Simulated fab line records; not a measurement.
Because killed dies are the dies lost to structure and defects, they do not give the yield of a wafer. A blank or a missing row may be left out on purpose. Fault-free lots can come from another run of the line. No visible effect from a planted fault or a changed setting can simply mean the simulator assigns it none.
8D (eight disciplines) problem report, filled in by code ; flow gf180mcu ; the parts of the form that need people (team, actions taken, sign-off) are left out

1. THE ISSUE
Wafers without a fault read 93.06 W, standard deviation 0.064; heater power total W at GF_STI_SOFTBAKE_08 reads a mean of 92.02 W on 6 wafers belonging to 2 lots. That is -16 standard deviations from the usual mean.
The step: time 60 s.
First observed at day 3 08:24: wafer L507.2, on litho track-03. Wafers with a number at this step in the record: 42, from 14 lots. Rule for "out" (also "out of limits"): further than 4 standard deviations from the usual mean. The other wafers with a number count as sound.

2. WHAT THIS IS AND IS NOT
question;is;is not
which readings at this step;heater power total W, plate temp C;-
which lots;L507, L514;L500, L501, L502, L503, L504, L510, L516, L517, L518, L520, L522, L523
which wafers of those lots;all that have a number;-
read on which tools;litho track-03;litho track-02, litho track-04
when;from day 3 08:24;"up to then (15 sound wafers); but 21 sound wafers of L510, L516, L517, L518, L520, L522, L523 came after"

3. WHAT RULES OUT EACH SUSPECT
Counting: a tool at a process step up to the reading stays a suspect if it ran every lot that is out and no sound lot after the first of them.
- litho track-03 at GF_STI_SOFTBAKE_08 (time 60 s): kept. It ran every lot that is out, first L507 (day 3 08:24), and no sound lot after that; its last sound lot up to then is L503 (day 2 11:53). Out on those wafers are its own readings of heater power total W, plate temp C.
The count leaves litho track-03 at GF_STI_SOFTBAKE_08.

4. THE CAUSE (what the simulator had put in)
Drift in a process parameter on litho track-03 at GF_STI_SOFTBAKE_08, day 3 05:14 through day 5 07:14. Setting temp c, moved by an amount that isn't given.
Only this tool survived the counting.

5. THE CHAIN OF EFFECTS, in route order
One row per reading whose mean, taken over the struck wafers that have a number, lies over 3 standard deviations from the usual. Only readings for which the record gives a usual standard deviation are gone through. hours: the time from each lot's start at the first step in this table that gives one to its start at this step, as a median over the lots. sigmas: the change in usual standard deviations.
hours;step;reading;usual;on struck wafers;change;sigmas
0;GF_STI_SOFTBAKE_08;heater power total W;93.06 W;92.02;-1.04;-16
0;GF_STI_SOFTBAKE_08;plate temp C;130.00 C;128.82;-1.18;-8.4
Process steps it contains:
- GF_STI_SOFTBAKE_08: time 60 s.
Later steps that measure or inspect, where all struck wafers having a row at the step show a number for every such reading and not one has moved that far: GF_MVSD_TW_MEAS_11.

6. HOW IT WOULD HAVE BEEN CAUGHT EARLIER
3 hours passed between the start of the fault at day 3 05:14 and the first reading out of limits in this record, taken at day 3 08:24.
